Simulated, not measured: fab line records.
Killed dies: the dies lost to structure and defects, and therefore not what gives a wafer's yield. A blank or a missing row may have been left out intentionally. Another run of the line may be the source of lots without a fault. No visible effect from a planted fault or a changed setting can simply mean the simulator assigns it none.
Which tool did it? :: flow gf180mcu :: 15 lots, 45 wafers sampled, at 2 steps of a route of 602

== WHAT THE GAUGES READ, wafer by wafer ==
GF_CONTACT_OVL_MEAS_15.
lot: L905
measured: day 16 11:19
on: overlay-02
CONTACT_OVL (nm): -2 1 2

lot: L906
measured: day 16 20:06
on: overlay-01
CONTACT_OVL (nm): 1 -11 0

lot: L908
measured: day 17 07:06
on: overlay-01
CONTACT_OVL (nm): -2 -5 6

lot: L907
measured: day 17 08:38
on: overlay-02
CONTACT_OVL (nm): -8 -7 -6

lot: L909
measured: day 17 19:24
on: overlay-02
CONTACT_OVL (nm): 0 7 0

lot: L910
measured: day 18 07:07
on: overlay-01
CONTACT_OVL (nm): 0 1 1

lot: L911
measured: day 18 12:06
on: overlay-01
CONTACT_OVL (nm): -4 -1 -1

lot: L912
measured: day 18 12:46
on: overlay-01
CONTACT_OVL (nm): -10 -9 -9

lot: L914
measured: day 19 08:51
on: overlay-02
CONTACT_OVL (nm): -4 1 0

lot: L915
measured: day 19 19:16
on: overlay-01
CONTACT_OVL (nm): -10 -3 -11

lot: L916
measured: day 20 08:19
on: overlay-02
CONTACT_OVL (nm): -5 -3 -7

lot: L920
measured: day 21 13:47
on: overlay-02
CONTACT_OVL (nm): 46 31 41 51 32 47

lot: L921
measured: day 21 20:35
on: overlay-02
CONTACT_OVL (nm): 43 35 36 48 36 43

lot: L923
measured: day 22 09:21
on: overlay-01
CONTACT_OVL (nm): 35 36 37 37 42 42

lot: L927
measured: day 23 17:48
on: overlay-02
CONTACT_OVL (nm): -8 -12 -7

== WHAT TOOL EACH LOT RAN ON (gives the tool, then ch and the chambers of the sampled wafers, and finally the start) ==
lot: L905
GF_CONTACT_EXPOSE_11: krfScanner-02 ch 0, day 16 00:24

lot: L906
GF_CONTACT_EXPOSE_11: krfScanner-01 ch 0, day 16 09:16

lot: L908
GF_CONTACT_EXPOSE_11: krfScanner-02 ch 0, day 16 19:06

lot: L907
GF_CONTACT_EXPOSE_11: krfScanner-01 ch 0, day 16 20:52

lot: L909
GF_CONTACT_EXPOSE_11: krfScanner-02 ch 0, day 17 08:22

lot: L910
GF_CONTACT_EXPOSE_11: krfScanner-02 ch 0, day 17 19:58

lot: L911
GF_CONTACT_EXPOSE_11: krfScanner-01 ch 0, day 18 00:01

lot: L912
GF_CONTACT_EXPOSE_11: krfScanner-01 ch 0, day 18 01:10

lot: L914
GF_CONTACT_EXPOSE_11: krfScanner-02 ch 0, day 18 21:14

lot: L915
GF_CONTACT_EXPOSE_11: krfScanner-01 ch 0, day 19 07:28

lot: L916
GF_CONTACT_EXPOSE_11: krfScanner-01 ch 0, day 19 20:20

lot: L920
GF_CONTACT_EXPOSE_11: krfScanner-02 ch 0, day 21 01:58

lot: L921
GF_CONTACT_EXPOSE_11: krfScanner-02 ch 0, day 21 08:57

lot: L923
GF_CONTACT_EXPOSE_11: krfScanner-02 ch 0, day 21 21:46

lot: L927
GF_CONTACT_EXPOSE_11: krfScanner-01 ch 0, day 23 06:28
- GF_CONTACT_EXPOSE_11: exposes mask Contact, target cd 220 nm.

== AS READ BY THE TOOLS THEMSELVES (means over the sampled wafers that have a number; for cases with no such wafer, the mark the record gives instead) ==
The record holds no such reading with a usual standard deviation.

== THE ANSWER, worked out from the rows above alone ==
Rule: the lots themselves supply what counts as usual. The widest of any qualifying gaps counts: lots, ordered by their means at a reading, are off when they make up no more than a third of the lots, leave a main group of 4 or more, and stand apart from it by 3 or more times the standard deviation of that group's means. The tables above print the reading to a certain number of digits; a main group whose means all agree to those digits is not used. Also off: a lot with no number at a reading for which 4 or more lots have one. Where the step has rows for the other lots, those lots are counted as sound. The gauges are gone through in route order, then the tools' own readings, and for those a lot's mean is taken as printed above. At the first step where some lot is off, the reading lying furthest off is the one used; lots without a number count as furthest.
Off: L920, L921, L923, seen at GF_CONTACT_OVL_MEAS_15 (CONTACT_OVL). The main group has a mean of -3 nm with a standard deviation of 3.9.
If a tool, at a process step before that reading, ran all the lots that are off and no sound lot after the first of them, it fits. The gauges at GF_CONTACT_OVL_MEAS_15 are tried like those tools. One fits: krfScanner-02 at GF_CONTACT_EXPOSE_11. A fault onset in the window from L914 (day 18 21:14, its last sound lot) to L920 (day 21 01:58, its first lot off) fits.

== WHAT WAS PUT IN BY THE SIMULATOR ==
Scanner matching overlay: krfScanner-02, from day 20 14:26 on, at GF_CONTACT_EXPOSE_11. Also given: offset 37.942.
Shown lots that were struck: L920, L921, L923. The same result came from the rule above.
